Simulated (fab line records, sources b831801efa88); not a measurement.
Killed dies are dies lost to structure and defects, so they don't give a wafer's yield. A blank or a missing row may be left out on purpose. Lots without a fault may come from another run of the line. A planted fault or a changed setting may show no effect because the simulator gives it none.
Chamber matching | flow sky130 | SKY_LI_CONTACT_CMP_02 on cmp-02: 4 sister chambers
The step polishes PSG. 20 wafers are shown with their chamber, then 10 later ones without.

WAFERS WITH THEIR CHAMBER
wafer  | chamber | motor_current_A (A) | time_to_endpoint_s (s)
L721.1 | 3       | 11.3                | 31.8
L721.3 | 1       | 10.7                | 31.5
L721.4 | 0       | 10.9                | 35.8
L722.2 | 1       | 10.6                | 32.4
L722.3 | 2       | 11.8                | 34.3
L722.4 | 3       | 11.3                | 31.1
L724.1 | 2       | 11.2                | 31.5
L724.5 | 0       | 10.0                | 31.8
L724.6 | 1       | 10.9                | 32.5
L725.1 | 2       | 12.3                | 34.0
L725.2 | 3       | 11.9                | 33.3
L725.5 | 2       | 11.9                | 33.0
L732.1 | 0       | 10.3                | 26.8
L732.2 | 1       | 10.7                | 28.1
L732.5 | 2       | 11.8                | 31.7
L731.4 | 0       | 10.2                | 33.1
L731.5 | 0       | 10.3                | 32.4
L731.6 | 1       | 10.8                | 30.7
L734.1 | 3       | 11.5                | 34.3
L734.2 | 0       | 10.2                | 35.8

SIGNATURES (means of the wafers above)
reading            | chamber 0 | chamber 1 | chamber 2 | chamber 3 | scatter within a chamber
motor_current_A    | 10.317    | 10.740    | 11.800    | 11.500    | 0.294
time_to_endpoint_s | 32.617    | 31.040    | 32.900    | 32.625    | 2.25
Rule: a wafer's distance from a chamber is the root of the sum, over the readings, of the square of ((its reading less the chamber's mean) divided by the reading's scatter). The wafer belongs to the nearest chamber; if the next one is less than 2 further off, it can't be placed. The scatter: the root of (the sum of the squares of (reading less its chamber's mean) over the shown wafers, divided by (wafers less chambers)).

WAFERS WITHOUT THEIR CHAMBER
wafer  | motor_current_A (A) | time_to_endpoint_s (s)
L734.6 | 10.5                | 34.4
L738.1 | 11.0                | 33.0
L738.2 | 11.2                | 31.9
L738.6 | 12.4                | 30.8
L739.1 | 11.8                | 34.8
L739.2 | 10.9                | 30.3
L739.4 | 10.8                | 32.8
L742.2 | 11.4                | 32.7
L742.4 | 11.9                | 31.0
L742.5 | 11.1                | 32.3

WHICH CHAMBER EACH WENT THROUGH
wafer  | from the rows above               | in truth
L734.6 | can't be placed: 0 or 1           | 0
L738.1 | can't be placed: 1 or 3 or 0 or 2 | 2
L738.2 | can't be placed: 3 or 1 or 2 or 0 | 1
L738.6 | can't be placed: 2 or 3           | 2
L739.1 | can't be placed: 2 or 3           | 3
L739.2 | can't be placed: 1 or 0 or 3      | 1
L739.4 | can't be placed: 1 or 0 or 3      | 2
L742.2 | can't be placed: 3 or 2           | 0
L742.4 | can't be placed: 2 or 3           | 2
L742.5 | can't be placed: 1 or 3 or 2 or 0 | 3
Placed correctly: 0 of 10. Can't be placed from these rows: 10 (the true chamber is among the candidates in 8). Placed wrongly: 0.
